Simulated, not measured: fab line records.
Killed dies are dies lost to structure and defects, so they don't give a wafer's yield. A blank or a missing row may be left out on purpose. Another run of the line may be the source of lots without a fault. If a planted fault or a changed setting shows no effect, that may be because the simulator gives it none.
Which tool did it?	flow sky130	Sampling: 24 lots, 72 wafers, 5 of 708 route steps

## WHAT THE GAUGES SHOWED, per wafer
SKY_VIA4_THK_MEAS_20: measures by xrf.
lot	measured	on	VIA4_W_THK (nm)
L074	day 42 18:09	film-metro-01	500 503 498
L075	day 43 05:21	film-metro-02	511 507 513
L076	day 43 09:52	film-metro-02	506 503 503
L077	day 43 11:59	film-metro-02	498 496 502
L078	day 44 12:56	film-metro-01	498 497 490
L079	day 44 17:13	film-metro-01	500 508 505
L081	day 45 03:13	film-metro-01	514 512 514
L080	day 45 03:31	film-metro-02	499 500 498
L082	day 45 06:13	film-metro-04	510 497 509
L083	day 45 12:43	film-metro-02	514 517 504
L084	day 45 19:53	film-metro-02	505 506 499
L085	day 46 05:43	film-metro-02	505 517 505
L086	day 46 07:32	film-metro-04	529 513 520
L087	day 46 15:10	film-metro-04	520 506 517
L088	day 46 20:16	film-metro-01	528 504 523
L090	day 47 10:38	film-metro-02	510 505 498
L089	day 47 10:20	film-metro-01	528 509 527
L091	day 47 12:53	film-metro-04	505 507 509
L092	day 47 15:28	film-metro-02	500 521 505
L093	day 47 18:24	film-metro-04	503 507 503
L094	day 47 22:52	film-metro-04	505 508 505
L095	day 48 00:31	film-metro-01	512 508 509
L096	day 48 15:34	film-metro-04	519 524 504
L097	day 48 18:50	film-metro-04	524 530 515

SKY_METAL5_THK_MEAS_06: measures by xrf.
lot	measured	on	METAL5_ALCU_THK (nm)
L074	day 42 18:48	film-metro-04	1132 1131 1124
L075	day 43 07:29	film-metro-03	1120 1127 1144
L076	day 43 10:49	film-metro-02	1111 1120 1135
L077	day 43 12:38	film-metro-02	1129 1140 1121
L078	day 44 13:35	film-metro-04	1119 1124 1122
L079	day 44 17:52	film-metro-03	1134 1138 1142
L081	day 45 03:52	film-metro-03	1137 1111 1125
L080	day 45 04:10	film-metro-02	1115 1115 1096
L082	day 45 06:56	film-metro-04	1107 1104 1100
L083	day 45 13:22	film-metro-02	1132 1124 1117
L084	day 45 20:56	film-metro-03	1107 1129 1105
L085	day 46 06:58	film-metro-04	1110 1118 1113
L086	day 46 08:27	film-metro-04	1108 1113 1108
L087	day 46 15:48	film-metro-02	1140 1119 1139
L088	day 46 20:54	film-metro-02	1121 1133 1109
L090	day 47 11:16	film-metro-02	1107 1102 1117
L089	day 47 10:58	film-metro-04	1110 1108 1124
L091	day 47 13:32	film-metro-03	1123 1131 1130
L092	day 47 16:20	film-metro-04	1122 1123 1113
L093	day 47 19:03	film-metro-02	1116 1104 1112
L094	day 47 23:45	film-metro-03	1140 1144 1135
L095	day 48 01:32	film-metro-04	1091 1106 1091
L096	day 48 16:13	film-metro-03	1163 1136 1159
L097	day 48 19:31	film-metro-03	1123 1130 1147

## WHAT TOOL EACH LOT RAN ON (gives the tool, then ch and the chambers of the sampled wafers, and finally the start)
lot	SKY_VIA2_CMP_02	SKY_METAL4_SPUTTER_03	SKY_METAL5_SPUTTER_00
L074	cmp-01 ch 0,1,3, day 35 04:31	pvd-sputter-03, day 39 16:04	pvd-sputter-01, day 42 18:30
L075	cmp-02 ch 0,1,2, day 35 15:32	pvd-sputter-02, day 40 03:25	pvd-sputter-02, day 43 07:12
L076	cmp-01 ch 1,3, day 35 20:39	pvd-sputter-02, day 40 08:05	pvd-sputter-02, day 43 10:31
L077	cmp-02 ch 0,3, day 35 22:16	pvd-sputter-03, day 40 10:09	pvd-sputter-01, day 43 12:19
L078	cmp-02 ch 0,1,3, day 37 02:26	pvd-sputter-02, day 41 12:07	pvd-sputter-04, day 44 13:16
L079	cmp-02 ch 2,3, day 37 06:25	pvd-sputter-03, day 41 17:35	pvd-sputter-04, day 44 17:34
L081	cmp-02 ch 2,3, day 37 17:52	pvd-sputter-03, day 42 03:45	pvd-sputter-02, day 45 03:34
L080	cmp-01 ch 0,1,3, day 37 18:46	pvd-sputter-01, day 42 03:50	pvd-sputter-04, day 45 03:52
L082	cmp-01 ch 0,1,3, day 38 00:52	pvd-sputter-01, day 42 08:33	pvd-sputter-02, day 45 06:38
L083	cmp-02 ch 2,3, day 38 03:52	pvd-sputter-03, day 42 14:28	pvd-sputter-02, day 45 13:03
L084	cmp-01 ch 0,3, day 38 14:43	pvd-sputter-03, day 42 21:32	pvd-sputter-02, day 45 20:39
L085	cmp-01 ch 0,3, day 39 01:58	pvd-sputter-03, day 43 09:24	pvd-sputter-02, day 46 06:40
L086	cmp-02 ch 1,2, day 39 05:07	pvd-sputter-03, day 43 10:18	pvd-sputter-01, day 46 08:10
L087	cmp-02 ch 1,2,3, day 39 15:21	pvd-sputter-01, day 43 19:18	pvd-sputter-01, day 46 15:31
L088	cmp-01 ch 0,2,3, day 39 20:36	pvd-sputter-02, day 44 01:50	pvd-sputter-02, day 46 20:37
L090	cmp-02 ch 0,2,3, day 40 11:22	pvd-sputter-03, day 44 15:39	pvd-sputter-01, day 47 10:58
L089	cmp-01 ch 2,3, day 40 13:45	pvd-sputter-01, day 44 15:56	pvd-sputter-04, day 47 10:40
L091	cmp-02 ch 0,3, day 40 17:55	pvd-sputter-03, day 44 19:14	pvd-sputter-01, day 47 13:14
L092	cmp-02 ch 0,3, day 40 20:04	pvd-sputter-03, day 44 22:43	pvd-sputter-01, day 47 16:04
L093	cmp-01 ch 0,3, day 40 23:34	pvd-sputter-01, day 45 02:12	pvd-sputter-02, day 47 18:45
L094	cmp-02 ch 0,2,3, day 41 05:21	pvd-sputter-03, day 45 05:21	pvd-sputter-02, day 47 23:27
L095	cmp-01 ch 1,2,3, day 41 08:35	pvd-sputter-02, day 45 08:35	pvd-sputter-04, day 48 01:15
L096	cmp-01 ch 0,2,3, day 42 01:49	pvd-sputter-01, day 46 00:51	pvd-sputter-02, day 48 15:56
L097	cmp-02 ch 1,2,3, day 42 04:16	pvd-sputter-03, day 46 04:07	pvd-sputter-04, day 48 19:13
- SKY_VIA2_CMP_02: polishes SiO2.
- SKY_METAL4_SPUTTER_03: material Ti, target thk 5 nm, time 3.3 s.
- SKY_METAL5_SPUTTER_00: material Ti, target thk 15 nm, time 10 s.

## AS READ BY THE TOOLS THEMSELVES (means over the sampled wafers that have a number; for cases with no such wafer, the mark the record gives instead)
SKY_VIA2_CMP_02.
lot	tool	motor-current-A (A)	slurry-filter-dp-kPa (kPa)	slurry-flow-ml-min
L074	cmp-01	12.1	13.56	150.3
L075	cmp-02	11.8	13.40	149.8
L076	cmp-01	13.1	13.60	150.5
L077	cmp-02	11.3	13.38	149.9
L078	cmp-02	11.6	13.41	149.8
L079	cmp-02	13.6	13.43	149.9
L081	cmp-02	13.3	13.32	150.5
L080	cmp-01	12.1	13.46	150.4
L082	cmp-01	12.0	13.62	149.8
L083	cmp-02	13.2	13.47	150.0
L084	cmp-01	11.3	13.50	149.9
L085	cmp-01	11.6	13.47	150.1
L086	cmp-02	12.3	13.53	149.4
L087	cmp-02	12.6	13.60	150.1
L088	cmp-01	11.0	13.63	150.1
L090	cmp-02	12.6	13.46	150.3
L089	cmp-01	11.3	13.58	150.1
L091	cmp-02	12.4	13.51	149.9
L092	cmp-02	11.1	13.43	149.8
L093	cmp-01	11.1	13.48	150.1
L094	cmp-02	12.3	13.45	150.1
L095	cmp-01	12.3	13.50	150.0
L096	cmp-01	11.1	13.61	150.4
L097	cmp-02	12.5	13.48	150.0

SKY_METAL4_SPUTTER_03.
lot	tool	throttle-valve-pct (%)
L074	pvd-sputter-03	31.7
L075	pvd-sputter-02	29.3
L076	pvd-sputter-02	28.6
L077	pvd-sputter-03	31.8
L078	pvd-sputter-02	29.7
L079	pvd-sputter-03	32.0
L081	pvd-sputter-03	31.8
L080	pvd-sputter-01	31.0
L082	pvd-sputter-01	30.8
L083	pvd-sputter-03	31.6
L084	pvd-sputter-03	31.3
L085	pvd-sputter-03	31.5
L086	pvd-sputter-03	31.5
L087	pvd-sputter-01	31.2
L088	pvd-sputter-02	29.6
L090	pvd-sputter-03	31.6
L089	pvd-sputter-01	30.6
L091	pvd-sputter-03	31.3
L092	pvd-sputter-03	31.6
L093	pvd-sputter-01	30.1
L094	pvd-sputter-03	31.8
L095	pvd-sputter-02	29.4
L096	pvd-sputter-01	31.1
L097	pvd-sputter-03	31.4

SKY_METAL5_SPUTTER_00.
lot	tool	throttle-valve-pct (%)
L074	pvd-sputter-01	30.8
L075	pvd-sputter-02	29.3
L076	pvd-sputter-02	29.2
L077	pvd-sputter-01	30.8
L078	pvd-sputter-04	30.0
L079	pvd-sputter-04	30.9
L081	pvd-sputter-02	29.5
L080	pvd-sputter-04	29.8
L082	pvd-sputter-02	29.5
L083	pvd-sputter-02	29.4
L084	pvd-sputter-02	30.0
L085	pvd-sputter-02	28.6
L086	pvd-sputter-01	31.1
L087	pvd-sputter-01	30.8
L088	pvd-sputter-02	29.6
L090	pvd-sputter-01	31.8
L089	pvd-sputter-04	28.9
L091	pvd-sputter-01	31.0
L092	pvd-sputter-01	30.3
L093	pvd-sputter-02	29.4
L094	pvd-sputter-02	28.9
L095	pvd-sputter-04	29.7
L096	pvd-sputter-02	28.7
L097	pvd-sputter-04	31.0

## THE ANSWER, worked out from the rows above alone
Rule: what is usual is taken from the lots themselves. Put in order of their means at a reading, lots are off if they are a third of the lots or fewer, leave a main group of 4 or more, and stand apart from it by a gap of 3 or more times the standard deviation of the main group's means; of several such gaps the widest counts. A main group is skipped when, at the precision printed for the reading in the tables above, its means are all equal. Also off: a lot with no number at a reading for which 4 or more lots have one. Any other lot the step has rows for is counted as sound. The gauges are gone through in route order, then the tools' own readings, and for those a lot's mean is taken as printed above. At the first step where some lot is off, the reading lying furthest off is the one used; lots without a number count as furthest.
Nothing can be told from this: no lot is off at any reading shown.

## WHAT THE SIMULATOR HAD PUT IN
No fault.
